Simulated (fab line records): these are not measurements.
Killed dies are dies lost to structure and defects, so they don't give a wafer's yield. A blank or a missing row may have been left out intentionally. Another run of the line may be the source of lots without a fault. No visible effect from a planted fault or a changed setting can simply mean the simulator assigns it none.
Struck lot and sound lot, side by side -- flow sfq-line -- 42 steps out of a route of 325
Sound: these wafers, L517.2, L517.4, L517.5. Struck: wafer L534.4; the same lot's L534.3 was not struck, so it is left out; see the end for the cause.
At each step with rows: each side's tool, then ch and its chambers, then its first start. Under that, the readings that differ: sound wafers -- struck wafers -- difference of the means -- sigmas: that difference in standard deviations of wafers without a fault.
alike: same words and numbers on both sides, and readings whose means sit less than 2 such deviations apart. not compared: any withheld reading, any reading some wafer has no value for, any bound like >300 that may hide the same value, and any number with overlapping values for which the record gives no deviation.
A row with sigmas, a row that says differs or no value, or rows on one side alone: a step with any of these is where the two part. Non-overlapping numbers with no deviation appear without sigmas and do not part them. A reading missing from all wafers of one side parts the sides only when that side holds two or more wafers.

first, 6 steps without rows for these wafers: SFQ_TRILAYER_I6_VIA_LITHO_COAT_174 (resist thk 62 nm); SFQ_TRILAYER_I6_VIA_LITHO_COAT_169 (resist thk 650 nm); SFQ_TRILAYER_I6_VIA_LITHO_SOFTBAKE_173; SFQ_TRILAYER_I6_VIA_LITHO_EXPOSE_170 (exposes mask I6, target cd 700 nm); SFQ_TRILAYER_I6_VIA_LITHO_PEB_172 (peb time 60 s); SFQ_TRILAYER_I6_VIA_LITHO_DEVELOP_171 (time 60 s).
SFQ_I6_OVL_MEAS_942:
  sound on overlay-01, day 69 19:26; struck on overlay-01, day 77 15:06
  alike: I6_OVL
then, 1 step without rows for these wafers: SFQ_TRILAYER_I6_VIA_BARC_OPEN_VIA_ETCH_235 (etches BARC in O2, target depth 125 nm, time 41.7 s).
SFQ_TRILAYER_I6_VIA_ETCH_VIA_ETCH_172: etches SiO2 in CHF3, stops on Nb, target depth 260 nm.
  sound on rie-diel-01 ch 0,1,2, day 69 19:31; struck on rie-diel-04 ch 0, day 77 15:10
  alike: drypump-motor-current-A, oes-product-au
SFQ_TRILAYER_I6_VIA_STRIP_STRIP_173: strips in O2.
  sound on rie-metal-03 ch 0, day 69 19:53; struck on rie-metal-01 ch 1, day 77 15:29
reading,sound,struck,difference,sigmas
drypump-motor-current-A (A),6.2 6.2 6.2,5.3,-0.9,-2
  alike: oes-product-au, platen-temp-c
  not compared: rf-hours-counter-h
then, 2 steps without rows for these wafers: SFQ_TRILAYER_I6_VIA_STRIP_SOLV_CLEAN_174 (cleans in NMP, time 600 s); SFQ_TRILAYER_M7_DEP_PRE_CLEAN_176 (time 22.5 s).
SFQ_TRILAYER_M7_DEP_SPUTTER_175: material Nb, target thk 200 nm, time 133.3 s.
  sound on pvd-sputter-04, day 69 21:25; struck on pvd-sputter-04, day 77 16:05
reading,sound,struck,difference,sigmas
model.Nb_of_TRILAYER_M7_DEP_SPUTTER_175.thk-nm (nm),200.3 204 204.1,128.7,-74.1,
  alike: throttle-valve-pct
SFQ_M7_RS_MEAS_943: measures by four-point-probe.
  sound on film-metro-01, day 69 21:32; struck on film-metro-04, day 77 16:13
reading,sound,struck,difference,sigmas
M7_NB_RS (ohm/sq),0.887 0.869 0.869,1.392,+0.517,+40
then, 6 steps without rows for these wafers: SFQ_TRILAYER_M7_LITHO_COAT_182 (resist thk 62 nm); SFQ_TRILAYER_M7_LITHO_COAT_177 (resist thk 600 nm); SFQ_TRILAYER_M7_LITHO_SOFTBAKE_181; SFQ_TRILAYER_M7_LITHO_EXPOSE_178 (exposes mask M7, target cd 500 nm); SFQ_TRILAYER_M7_LITHO_PEB_180 (peb time 60 s); SFQ_TRILAYER_M7_LITHO_DEVELOP_179 (time 60 s).
SFQ_M7_OVL_MEAS_945:
  sound on overlay-01, day 69 23:57; struck on overlay-01, day 78 16:55
  alike: M7_OVL
then, 1 step without rows for these wafers: SFQ_TRILAYER_M7_BARC_OPEN_METAL_ETCH_229 (etches BARC in O2, target depth 125 nm, time 41.7 s).
SFQ_TRILAYER_M7_ETCH_METAL_ETCH_180: etches Nb in Cl2/Ar, stops on SiO2, target depth 240 nm, time 120 s.
  sound on rie-metal-02 ch 0,1, day 70 00:02; struck on rie-metal-02 ch 1, day 78 17:02
reading,sound,struck,difference,sigmas
oes-product-au (a.u.),0.894 0.908 0.902,0.703,-0.198,-24
  alike: drypump-motor-current-A
  not compared: rf-hours-counter-h
SFQ_TRILAYER_M7_STRIP_STRIP_181: strips in O2.
  sound on rie-metal-02 ch 0,1, day 70 00:10; struck on rie-metal-02 ch 1, day 78 17:19
  alike: drypump-motor-current-A, oes-product-au, platen-temp-c
  not compared: rf-hours-counter-h
then, 1 step without rows for these wafers: SFQ_TRILAYER_M7_STRIP_SOLV_CLEAN_182 (cleans in NMP, time 600 s).
SFQ_TRILAYER_I7_DEP_PECVD_183: deposits SiO2 from SiH4/N2O, time 111.11 s, target thk 500 nm.
  sound on pecvd-02 ch 1,2, day 70 00:56; struck on pecvd-02 ch 0, day 78 17:53
reading,sound,struck,difference,sigmas
heater-power-outer-w (W),31 40 34,15,-20,-2
  alike: heater-power-w, throttle-valve-pct
then, 1 step without rows for these wafers: SFQ_TRILAYER_I7_CMP_CMP_184 (polishes SiO2).
SFQ_I7_BOW_MEAS_946:
  sound on film-metro-01, day 70 04:02; struck on film-metro-03, day 79 11:29
reading,sound,struck,difference,sigmas
I7_BOW (um),-2 12 3,34,+30,+3
then, 7 steps without rows for these wafers: SFQ_TRILAYER_I7_METRO_MEASURE_185; SFQ_TRILAYER_I7_VIA_LITHO_COAT_192 (resist thk 62 nm); SFQ_TRILAYER_I7_VIA_LITHO_COAT_187 (resist thk 650 nm); SFQ_TRILAYER_I7_VIA_LITHO_SOFTBAKE_191; SFQ_TRILAYER_I7_VIA_LITHO_EXPOSE_188 (exposes mask I7, target cd 1000 nm); SFQ_TRILAYER_I7_VIA_LITHO_PEB_190 (peb time 60 s); SFQ_TRILAYER_I7_VIA_LITHO_DEVELOP_189 (time 60 s).
-- the record jumps here: 4 days lie between the struck wafers' starts before and after --
SFQ_I7_OVL_MEAS_947:
  sound on overlay-02, day 74 23:51; struck on overlay-01, day 83 04:07
  alike: I7_OVL
SFQ_TRILAYER_I7_VIA_BARC_OPEN_VIA_ETCH_260: etches BARC in O2, target depth 125 nm, time 41.7 s.
  sound on rie-diel-04 ch 1,3, day 74 23:53; struck on rie-diel-02 ch 2, day 83 04:08
  alike: drypump-motor-current-A, oes-product-au
  not compared: rf-hours-counter-h
then, 4 steps without rows for these wafers: SFQ_TRILAYER_I7_VIA_ETCH_VIA_ETCH_190 (etches SiO2 in CHF3, stops on Nb, target depth 260 nm); SFQ_TRILAYER_I7_VIA_STRIP_STRIP_191 (strips in O2); SFQ_TRILAYER_I7_VIA_STRIP_SOLV_CLEAN_192 (cleans in NMP, time 600 s); SFQ_TRILAYER_M8_LITHO_LOR_COAT_197.
-- the record jumps here: 3 days lie between the struck wafers' starts before and after --
SFQ_M8_BOW_MEAS_951:
  sound on film-metro-02, day 77 10:50; struck on film-metro-04, day 86 03:57
reading,sound,struck,difference,sigmas
M8_BOW (um),-1 12 4,36,+31,+3
model.etest.m7.ohm-um,1.763 1.751 1.733,2.736,+0.987,
model.etest.i6.link-ohm,1.862 1.841 1.84,2.428,+0.580,
model.etest.m7.ohm-sq,0.8883 0.8722 0.8716,1.383,+0.506,
model.etest.i7.link-ohm,1.049 1.033 1.031,1.544,+0.506,

WHERE THEY PART
Earliest at SFQ_TRILAYER_I6_VIA_STRIP_STRIP_173; latest, in this record, at SFQ_M8_BOW_MEAS_951.

WHY: whatever the simulator had introduced
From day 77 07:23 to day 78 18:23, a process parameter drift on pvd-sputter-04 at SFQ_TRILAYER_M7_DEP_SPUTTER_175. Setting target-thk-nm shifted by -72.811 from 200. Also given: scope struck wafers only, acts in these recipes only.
